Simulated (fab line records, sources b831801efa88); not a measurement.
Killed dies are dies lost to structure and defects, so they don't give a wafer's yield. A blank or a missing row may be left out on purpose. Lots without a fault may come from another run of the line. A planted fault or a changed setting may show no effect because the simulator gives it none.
A struck lot beside a sound one | flow sky130 | 24 steps out of a route of 708
Sound: wafers L838.1, L838.4, L838.6. Struck: wafers L844.1, L844.3, L844.5. The cause comes at the end.
At each step with rows: each side's tool, then ch and its chambers, then its first start. Under that, the readings that differ: sound wafers | struck wafers | difference of the means | sigmas: that difference in standard deviations of wafers without a fault.
alike: readings whose means differ by less than 2 such deviations, and words and numbers that are the same on both sides. not compared: withheld readings, readings that some wafer has no value for, bounds like >300 that may hide the same value, and numbers for which the record gives no deviation and whose values overlap.
The two part at a step that has a row with sigmas, a row that says differs or no value, or rows on one side only. Numbers that don't overlap but have no deviation are shown without sigmas and don't part them. A reading that every wafer of one side lacks parts them only if that side has two wafers or more.

first, 5 steps without rows for these wafers: SKY_LDD_HVP_COAT_02 (resist thk 300 nm); SKY_LDD_HVP_SOFTBAKE_03 (time 60 s); SKY_LDD_HVP_EXPOSE_04 (exposes mask HVPTM, target cd 700 nm); SKY_LDD_HVP_PEB_05; SKY_LDD_HVP_DEVELOP_06 (develop time 60 s).
SKY_LDD_HVP_OVL_MEAS_07:
  sound on overlay-02, day 25 18:07; struck on overlay-02, day 27 22:30
  alike: LDD_HVP_OVL
then, 1 step without rows for these wafers: SKY_LDD_HVP_IMPLANT_08.
SKY_LDD_HVP_STRIP_09: strips in O2/N2.
  sound on plasma_asher-04 ch 0,1, day 25 18:18; struck on plasma_asher-04 ch 0,1, day 27 22:41
  alike: drypump_motor_current_A, oes_product_au, strip_time_to_endpoint_s
  not compared: rf_hours_counter_h
SKY_LDD_HVP_TW_MEAS_10:
  sound on film_metro-03, day 25 18:24; struck on film_metro-03, day 27 22:47
  alike: LDD_HVP_TW
then, 3 steps without rows for these wafers: SKY_LDD_LDN_DEHYDRATE_00 (time 60 s); SKY_LDD_LDN_HMDS_01 (prime time 60 s); SKY_LDD_LDN_COAT_02 (resist thk 1140 nm).
SKY_LDD_LDN_SOFTBAKE_03: time 60 s.
  sound on litho_track-01 ch 0, day 26 08:37; struck on litho_track-04 ch 0, day 28 12:33
  reading                                      | sound             | struck            | difference | sigmas
  heater_power_total_W (W)                     | 56.56 56.60 56.60 | 60.56 60.57 60.65 | +4.01      | +98
  plate_temp_C (C)                             | 90.32 90.07 90.14 | 94.35 94.51 94.40 | +4.24      | +35
  model.NOVOLAK_of_LDD_LDN_COAT_02.thk_nm (nm) | 1142 1143 1142    | 1130 1128 1128    | -14        |
then, 2 steps without rows for these wafers: SKY_LDD_LDN_EXPOSE_04 (exposes mask LDNTM, target cd 700 nm); SKY_LDD_LDN_PEB_05.
SKY_LDD_LDN_DEVELOP_06: develop time 60 s.
  sound on litho_track-02 ch 0, day 26 23:17; struck on litho_track-02 ch 0, day 29 03:20
  reading                                      | sound          | struck         | difference | sigmas
  model.NOVOLAK_of_LDD_LDN_COAT_02.thk_nm (nm) | 1141 1143 1142 | 1130 1128 1128 | -13        |
SKY_LDD_LDN_OVL_MEAS_07:
  sound on overlay-02, day 26 23:26; struck on overlay-01, day 29 03:29
  alike: LDD_LDN_OVL
then, 4 steps without rows for these wafers: SKY_LDD_LDN_IMPLANT_08; SKY_LDD_LDN_IMPLANT_09; SKY_LDD_LDN_IMPLANT_10; SKY_LDD_LDN_IMPLANT_11.
SKY_LDD_LDN_STRIP_12: strips in O2/N2.
  sound on plasma_asher-02 ch 0,1, day 27 00:04; struck on plasma_asher-04 ch 0,1, day 29 04:07
  reading                      | sound             | struck            | difference | sigmas
  strip_time_to_endpoint_s (s) | 14.21 14.21 14.19 | 14.08 14.03 14.06 | -0.15      | -5
  alike: drypump_motor_current_A, oes_product_au
  not compared: rf_hours_counter_h
SKY_LDD_LDN_TW_MEAS_13:
  sound on film_metro-03, day 27 00:10; struck on film_metro-02, day 29 04:13
  reading    | sound          | struck         | difference | sigmas
  LDD_LDN_TW | 1458 1455 1443 | 1489 1491 1486 | +37        | +3
-- the record jumps here: 21 days lie between the struck wafers' starts before and after (it left off in module LDD_LDN and takes up again in module PAD_OPEN, whose first step shown is number 708 of the route) --
SKY_PAD_OPEN_PROBE_99:
  sound on prober-02, day 48 15:49; struck on prober-02, day 50 02:56
  alike: killed_at_M0_to_M3, killed_at_M4_up, killed_at_contacts, killed_at_front_end, killed_at_other, killed_dies, killed_open, killed_short

WHERE THEY PART
First at SKY_LDD_LDN_SOFTBAKE_03; last, within this record, at SKY_LDD_LDN_TW_MEAS_13. Later steps at which nothing parts them and some readings are alike: SKY_PAD_OPEN_PROBE_99.

WHY: what the simulator had put in
Process parameter drift: litho_track-04, from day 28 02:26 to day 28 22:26, at SKY_LDD_LDN_SOFTBAKE_03. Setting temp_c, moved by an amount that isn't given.
